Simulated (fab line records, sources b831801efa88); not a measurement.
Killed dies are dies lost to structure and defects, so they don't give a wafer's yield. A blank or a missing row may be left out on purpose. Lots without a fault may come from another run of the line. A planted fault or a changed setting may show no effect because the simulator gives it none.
A struck lot beside a sound one | flow sky130 | 16 steps out of a route of 708
Sound: wafers L113.2, L113.4, L113.6. Struck: wafers L117.1, L117.2. (L117.3 of the same lot was not struck and is left out.) The cause comes at the end.
At each step with rows: each side's tool, then ch and its chambers, then its first start. Under that, the readings that differ: sound wafers | struck wafers | difference of the means | sigmas: that difference in standard deviations of wafers without a fault.
alike: readings whose means differ by less than 2 such deviations, and words and numbers that are the same on both sides. not compared: withheld readings, readings that some wafer has no value for, bounds like >300 that may hide the same value, and numbers for which the record gives no deviation and whose values overlap.
The two part at a step that has a row with sigmas, a row that says differs or no value, or rows on one side only. Numbers that don't overlap but have no deviation are shown without sigmas and don't part them. A reading that every wafer of one side lacks parts them only if that side has two wafers or more.

SKY_METAL5_SPUTTER_03: material Ti, target thk 5 nm, time 3.3 s.
  sound on pvd_sputter-04, day 46 02:14; struck on pvd_sputter-02, day 46 21:48
  alike: throttle_valve_pct
SKY_METAL5_SPUTTER_04: material TiN, target thk 70 nm, time 58.3 s.
  sound on pvd_sputter-04, day 46 02:16; struck on pvd_sputter-02, day 46 21:49
  alike: throttle_valve_pct
SKY_METAL5_RS_MEAS_05: measures by four-point-probe.
  sound on film_metro-02, day 46 02:20; struck on film_metro-04, day 46 21:52
  alike: METAL5_ALCU_RS
SKY_METAL5_THK_MEAS_06: measures by xrf.
  sound on film_metro-02, day 46 02:26; struck on film_metro-04, day 46 21:59
  alike: METAL5_ALCU_THK
then, 7 steps without rows for these wafers: SKY_METAL5_DEHYDRATE_07 (time 60 s); SKY_METAL5_HMDS_08 (prime time 60 s); SKY_METAL5_COAT_09 (resist thk 1800 nm); SKY_METAL5_SOFTBAKE_10 (time 60 s); SKY_METAL5_EXPOSE_11 (exposes mask MM5, target cd 1600 nm); SKY_METAL5_PEB_12; SKY_METAL5_DEVELOP_13 (develop time 60 s).
SKY_METAL5_DESCUM_14: chemistry O2, time 11 s.
  sound on rie_metal-01 ch 1, day 46 23:14; struck on rie_metal-03 ch 0,1, day 47 17:34
  alike: drypump_motor_current_A, oes_product_au, rf_fwd_power_W
  not compared: rf_hours_counter_h
SKY_METAL5_METAL_ETCH_15: etches the open film in Cl2/BCl3, stops on SiO2, target depth 1260 nm, time 252 s.
  sound on rie_metal-01 ch 1, day 46 23:16; struck on rie_metal-03 ch 0,1, day 47 17:36
  reading                                     | sound                | struck        | difference                    | sigmas
  oes_product_au (a.u.)                       | 0.897 0.897 0.896    | 0.943 0.945   | +0.047                        | +10
  rf_fwd_power_W (W)                          | 902.3 901.5 902.3    | - -           | no value on the struck wafers |
  run_length_s (s)                            | 280.60 280.72 280.38 | 267.73 267.60 | -12.90                        | -44
  model.NOVOLAK_of_METAL5_COAT_09.thk_nm (nm) | 1038 1038 1034       | 1070 1083     | +40                           |
  alike: drypump_motor_current_A, throttle_valve_pct
  not compared: rf_hours_counter_h
SKY_METAL5_STRIP_16: strips in O2/N2.
  sound on plasma_asher-02 ch 1, day 46 23:30; struck on plasma_asher-03 ch 0,1, day 47 17:50
  reading                      | sound             | struck      | difference | sigmas
  strip_time_to_endpoint_s (s) | 13.12 13.09 13.06 | 13.47 13.61 | +0.45      | +3
  alike: drypump_motor_current_A, oes_product_au
  not compared: rf_hours_counter_h
then, 2 steps without rows for these wafers: SKY_METAL5_STRIP_17 (strips in post etch residue remover, time 1200 s); SKY_PAD_OPEN_PROBE_99.

WHERE THEY PART
First at SKY_METAL5_METAL_ETCH_15; last, within this record, at SKY_METAL5_STRIP_16.

WHY: what the simulator had put in
Process parameter drift: rie_metal-03, from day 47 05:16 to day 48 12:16, at SKY_METAL5_METAL_ETCH_15. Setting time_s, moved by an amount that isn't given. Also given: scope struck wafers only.
